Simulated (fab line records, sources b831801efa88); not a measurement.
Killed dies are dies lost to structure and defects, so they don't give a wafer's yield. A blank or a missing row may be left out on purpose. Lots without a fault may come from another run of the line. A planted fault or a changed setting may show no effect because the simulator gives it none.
Problem report in the 8D (eight disciplines) form, filled by code | flow sky130 | the parts of the form that need people (team, actions taken, sign-off) are left out

1. THE PROBLEM
beam_energy_keV at SKY_NWELL_IMPLANT_24 reads a mean of 153.86 on 6 wafers of 2 lots; wafers without a fault read 139.99 with a standard deviation of 0.042. That is +99 or more standard deviations from the usual mean.
First seen on wafer L752.3, day 8 04:23, on implanter-02. The record holds 18 wafers of 6 lots with a number at this step. Rule for "out", or "out of limits": more than 4 standard deviations from the usual mean. The other wafers with a number count as sound.

2. WHAT IT IS AND WHAT IT IS NOT
question                    | is                     | is not
which readings at this step | beam_energy_keV        | -
which lots                  | L752, L753             | L742, L746, L757, L763
which wafers of those lots  | all that have a number | -
read on which tools         | implanter-02           | implanter-01, implanter-04
when                        | from day 8 04:23       | up to then (6 sound wafers); but 6 sound wafers of L757, L763 came after

3. SUSPECTS, AND WHAT RULES EACH OUT
Counting: a tool at a process step up to the reading stays a suspect if it ran every lot that is out and no sound lot after the first of them.
- plasma_asher-01 at SKY_NWELL_STRIP_14 (strips in O2/N2): kept. It ran every lot that is out, first L752 (day 7 08:23), and no sound lot after that.
- implanter-02 at SKY_NWELL_IMPLANT_24: kept. It ran every lot that is out, first L752 (day 8 04:23), and no sound lot after that; its last sound lot up to then is L746 (day 6 05:31). Its own readings are out on those wafers: beam_energy_keV.
Left after counting: plasma_asher-01 at SKY_NWELL_STRIP_14, implanter-02 at SKY_NWELL_IMPLANT_24.

4. THE CAUSE (what the simulator had put in)
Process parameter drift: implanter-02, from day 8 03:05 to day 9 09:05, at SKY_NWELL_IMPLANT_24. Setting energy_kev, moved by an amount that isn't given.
Counting left 2 suspects, and this tool is among them.

5. THE CHAIN OF EFFECTS, in route order
Each row: a reading whose mean over the struck wafers that have a number lies more than 3 standard deviations from the usual. Only readings for which the record gives a usual standard deviation are gone through. hours: the time from each lot's start at the first step in this table that gives one to its start at this step, as a median over the lots. sigmas: the change in usual standard deviations.
hours | step                 | reading         | usual  | on struck wafers | change | sigmas
0     | SKY_NWELL_IMPLANT_24 | beam_energy_keV | 139.99 | 153.86           | +13.87 | +99 or more
The process steps in it:
- SKY_NWELL_IMPLANT_24

6. WHAT WOULD HAVE CAUGHT IT SOONER
In this record the first reading out of limits was taken at day 8 04:23, 1 hour after the fault began at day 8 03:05.
